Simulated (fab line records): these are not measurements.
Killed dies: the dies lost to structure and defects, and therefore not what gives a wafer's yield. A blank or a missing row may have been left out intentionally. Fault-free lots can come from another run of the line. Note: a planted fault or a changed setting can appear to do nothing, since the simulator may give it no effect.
Struck lot and sound lot, side by side :: flow sky130 :: 28 steps out of a route of 708
Sound: wafers L917.1, L917.2, L917.4. Struck: wafers L921.3, L921.4, L921.6. Last of all comes the cause.
Per side, at each step with rows, come the tool, then ch with its chambers, and then its first start. Under that, the readings that differ: sound wafers :: struck wafers :: difference of the means :: sigmas: that difference in standard deviations of wafers without a fault.
alike: readings with means less than 2 such deviations apart, plus words and numbers identical on both sides. not compared: withheld readings, readings lacking a value on some wafer, bounds such as >300 that could conceal the same value, and numbers that have no deviation in the record and whose values overlap.
A row with sigmas, a row that says differs or no value, or rows on one side alone: a step with any of these is where the two part. Numbers that don't overlap but have no deviation are shown without sigmas and don't part them. A reading that every wafer of one side lacks parts them only if that side has two wafers or more.

SKY_SD_P_OVL_MEAS_08:
  sound on overlay-02, day 25 07:53; struck on overlay-02, day 26 18:28
  alike: SD_P_OVL
following that, these wafers have no rows for 1 step: SKY_SD_P_IMPLANT_09.
SKY_SD_P_STRIP_10: strips in O2/N2.
  sound on plasma_asher-04 ch 0,1, day 25 08:05; struck on plasma_asher-02 ch 0,1, day 26 18:40
  alike: drypump_motor_current_A, oes_product_au, strip_time_to_endpoint_s
  not compared: rf_hours_counter_h
SKY_SD_P_TW_MEAS_11:
  sound on film_metro-02, day 25 08:11; struck on film_metro-04, day 26 18:46
  alike: SD_P_TW
then, 8 steps without rows for these wafers: SKY_RES_XHIGH_DEHYDRATE_00 (time 60 s); SKY_RES_XHIGH_HMDS_01 (prime time 60 s); SKY_RES_XHIGH_COAT_02 (resist thk 1140 nm); SKY_RES_XHIGH_SOFTBAKE_03 (time 60 s); SKY_RES_XHIGH_EXPOSE_04 (exposes mask URPM, target cd 1270 nm); SKY_RES_XHIGH_PEB_05; SKY_RES_XHIGH_DEVELOP_06 (develop time 60 s); SKY_RES_XHIGH_IMPLANT_07.
SKY_RES_XHIGH_STRIP_08: strips in O2/N2.
  sound on plasma_asher-03 ch 0,1, day 26 13:01; struck on plasma_asher-03 ch 0,1, day 27 23:17
reading: oes_product_au (a.u.)
sound: 0.707 0.708 0.708
struck: 0.929 0.939 0.934
difference: +0.226
sigmas: +47

reading: strip_time_to_endpoint_s (s)
sound: 14.29 14.29 14.28
struck: - - -
difference: no value on the struck wafers
sigmas: 

reading: model.NOVOLAK_of_RES_XHIGH_COAT_02.thk_nm (nm)
sound: 0 0 0
struck: 278.7 278.9 278.5
difference: +278.7
sigmas: 
  alike: drypump_motor_current_A
  not compared: rf_hours_counter_h
SKY_RES_XHIGH_TW_MEAS_09:
  sound on film_metro-02, day 26 13:07; struck on film_metro-03, day 27 23:23
  alike: RES_XHIGH_TW
then, 7 steps without rows for these wafers: SKY_SD_N_DEHYDRATE_00 (time 60 s); SKY_SD_N_HMDS_01 (prime time 60 s); SKY_SD_N_COAT_02 (resist thk 1153 nm); SKY_SD_N_SOFTBAKE_03 (time 60 s); SKY_SD_N_EXPOSE_04 (exposes mask NSDM, target cd 380 nm); SKY_SD_N_PEB_05; SKY_SD_N_DEVELOP_06 (develop time 60 s).
SKY_SD_N_CD_MEAS_07: the cd target is 380 nm.
  sound on cd_sem-02, day 27 17:40; struck on cd_sem-01, day 29 03:07
  alike: cd_nm
SKY_SD_N_OVL_MEAS_08:
  sound on overlay-02, day 27 17:47; struck on overlay-02, day 29 03:13
  alike: SD_N_OVL
then, 2 steps without rows for these wafers: SKY_SD_N_IMPLANT_09; SKY_SD_N_IMPLANT_10.
SKY_SD_N_STRIP_11: strips in O2/N2.
  sound on plasma_asher-01 ch 0,1, day 27 18:08; struck on plasma_asher-01 ch 0,1, day 29 03:34
reading: oes_product_au (a.u.)
sound: 0.523 0.523 0.524
struck: 0.564 0.559 0.564
difference: +0.039
sigmas: +9

reading: strip_time_to_endpoint_s (s)
sound: 22.63 22.62 22.64
struck: 26.81 26.83 26.84
difference: +4.20
sigmas: +99 or more
  alike: drypump_motor_current_A
  not compared: rf_hours_counter_h
SKY_SD_N_TW_MEAS_12:
  sound on film_metro-03, day 27 18:14; struck on film_metro-03, day 29 03:40
reading: SD_N_TW
sound: 4016 4012 4018
struck: 30 30 30
difference: -3985
sigmas: -99 or more
then, 1 step without rows for these wafers: SKY_SD_N_CLEAN_13 (cleans in SC1/SC2, time 150 s).

== WHERE THEY PART ==
Last at SKY_SD_N_TW_MEAS_12 as far as this record goes, first at SKY_RES_XHIGH_STRIP_08.

WHY: what the simulator had put in
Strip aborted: plasma_asher-03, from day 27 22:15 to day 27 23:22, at SKY_RES_XHIGH_STRIP_08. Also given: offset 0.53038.
